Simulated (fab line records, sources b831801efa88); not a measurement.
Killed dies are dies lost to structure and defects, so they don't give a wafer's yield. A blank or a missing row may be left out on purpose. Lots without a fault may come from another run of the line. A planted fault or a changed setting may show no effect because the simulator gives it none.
Problem report in the 8D (eight disciplines) form, filled by code | flow sky130 | the parts of the form that need people (team, actions taken, sign-off) are left out

1. THE PROBLEM
developer_temp_C at SKY_METAL5_DEVELOP_13 reads a mean of 22.11 C on 6 wafers of 2 lots; wafers without a fault read 23.01 C with a standard deviation of 0.097. That is -9.3 standard deviations from the usual mean.
The step: develop time 60 s.
First seen on wafer L167.2, day 45 09:52, on litho_track-01. The record holds 36 wafers of 12 lots with a number at this step. Rule for "out", or "out of limits": more than 4 standard deviations from the usual mean. The other wafers with a number count as sound.

2. WHAT IT IS AND WHAT IT IS NOT
question                    | is                     | is not
which readings at this step | developer_temp_C       | -
which lots                  | L167, L171             | L161, L164, L173, L174, L176, L178, L179, L181, L182, L183
which wafers of those lots  | all that have a number | -
read on which tools         | litho_track-01         | litho_track-02, litho_track-03
when                        | from day 45 09:52      | up to then (6 sound wafers); but 24 sound wafers of L173, L174, L176, L178, L179, L181, L182, L183 came after

3. SUSPECTS, AND WHAT RULES EACH OUT
Counting: a tool at a process step up to the reading stays a suspect if it ran every lot that is out and no sound lot after the first of them.
- cmp-02 at SKY_VIA4_CMP_02 (polishes SiO2): ruled out as a lasting fault. Sound lots L173, L174, L176, L178, L181, L183 ran on it after its first lot that is out, L167 (day 43 12:56).
- litho_track-01 at SKY_METAL5_DEVELOP_13 (develop time 60 s): ruled out as a lasting fault. Sound lots L181, L183 ran on it after its first lot that is out, L167 (day 45 09:52).
Left after counting: nothing in the record.

4. THE CAUSE (what the simulator had put in)
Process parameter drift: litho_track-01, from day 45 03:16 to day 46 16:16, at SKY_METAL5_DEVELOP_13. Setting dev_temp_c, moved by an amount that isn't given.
Counting ruled it out, wrongly.

5. THE CHAIN OF EFFECTS, in route order
Each row: a reading whose mean over the struck wafers that have a number lies more than 3 standard deviations from the usual. Only readings for which the record gives a usual standard deviation are gone through. hours: the time from each lot's start at the first step in this table that gives one to its start at this step, as a median over the lots. sigmas: the change in usual standard deviations.
hours | step                  | reading          | usual   | on struck wafers | change | sigmas
0     | SKY_METAL5_DEVELOP_13 | developer_temp_C | 23.01 C | 22.11            | -0.90  | -9.3
The process steps in it:
- SKY_METAL5_DEVELOP_13: develop time 60 s.

6. WHAT WOULD HAVE CAUGHT IT SOONER
In this record the first reading out of limits was taken at day 45 09:52, 7 hours after the fault began at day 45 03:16.
